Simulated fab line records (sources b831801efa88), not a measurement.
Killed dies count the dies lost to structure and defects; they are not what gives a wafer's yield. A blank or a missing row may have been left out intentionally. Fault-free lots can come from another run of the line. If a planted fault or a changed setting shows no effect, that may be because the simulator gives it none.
Matching of chambers / flow gf180mcu / GF_V1_CMP_26 on cmp-01: 4 sister chambers
The step polishes, stops on SiO2, t overpolish 15 s, target thk 0 nm. 8 wafers are shown with their chamber, then 10 later ones without.

WAFERS, EACH WITH ITS CHAMBER
wafer=L075.2; chamber=3; motor-current-A (A)=11.6; overpolish-run-s (s)=15.001
wafer=L083.2; chamber=1; motor-current-A (A)=12.0; overpolish-run-s (s)=14.991
wafer=L083.5; chamber=0; motor-current-A (A)=10.1; overpolish-run-s (s)=14.990
wafer=L086.3; chamber=0; motor-current-A (A)=10.9; overpolish-run-s (s)=14.994
wafer=L086.4; chamber=1; motor-current-A (A)=12.2; overpolish-run-s (s)=14.991
wafer=L086.5; chamber=2; motor-current-A (A)=11.2; overpolish-run-s (s)=14.994
wafer=L087.4; chamber=2; motor-current-A (A)=11.9; overpolish-run-s (s)=14.998
wafer=L087.5; chamber=3; motor-current-A (A)=11.8; overpolish-run-s (s)=15.008

WAFERS MISSING THEIR CHAMBER
wafer=L087.6; motor-current-A (A)=10.7; overpolish-run-s (s)=14.999
wafer=L088.4; motor-current-A (A)=11.8; overpolish-run-s (s)=14.997
wafer=L088.5; motor-current-A (A)=10.8; overpolish-run-s (s)=14.995
wafer=L088.6; motor-current-A (A)=11.9; overpolish-run-s (s)=15.006
wafer=L092.2; motor-current-A (A)=10.8; overpolish-run-s (s)=15.006
wafer=L092.3; motor-current-A (A)=11.2; overpolish-run-s (s)=15.005
wafer=L092.4; motor-current-A (A)=11.7; overpolish-run-s (s)=15.014
wafer=L097.2; motor-current-A (A)=12.2; overpolish-run-s (s)=15.004
wafer=L097.3; motor-current-A (A)=11.4; overpolish-run-s (s)=15.001
wafer=L097.6; motor-current-A (A)=11.8; overpolish-run-s (s)=15.007

WHICH CHAMBER EACH WENT THROUGH
wafer=L087.6; from the rows above=can't be placed: 0 or 2 or 3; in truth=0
wafer=L088.4; from the rows above=can't be placed: 2 or 1 or 3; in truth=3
wafer=L088.5; from the rows above=can't be placed: 0 or 2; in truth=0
wafer=L088.6; from the rows above=3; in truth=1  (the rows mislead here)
wafer=L092.2; from the rows above=can't be placed: 3 or 2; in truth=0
wafer=L092.3; from the rows above=can't be placed: 3 or 2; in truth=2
wafer=L092.4; from the rows above=3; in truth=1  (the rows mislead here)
wafer=L097.2; from the rows above=can't be placed: 3 or 2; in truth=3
wafer=L097.3; from the rows above=can't be placed: 3 or 2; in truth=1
wafer=L097.6; from the rows above=3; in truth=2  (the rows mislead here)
Correctly placed: 0 of 10. Unplaceable from these rows: 7, with the true chamber sitting among the candidates in 5. Number placed wrongly: 3.
How it was worked out, from the rows above alone: a wafer's distance from a chamber is the root of the sum, over the readings, of the square of ((its reading less the chamber's mean) divided by the reading's scatter). If the next closest chamber is less than 2 further off than the closest, the wafer can't be placed; otherwise it belongs to the closest. For every chamber, the mean is computed from those of its wafers that are shown. The scatter: take each reading less its chamber's mean, square it, sum over the shown wafers, divide by the number of wafers less the number of chambers, and take the root.
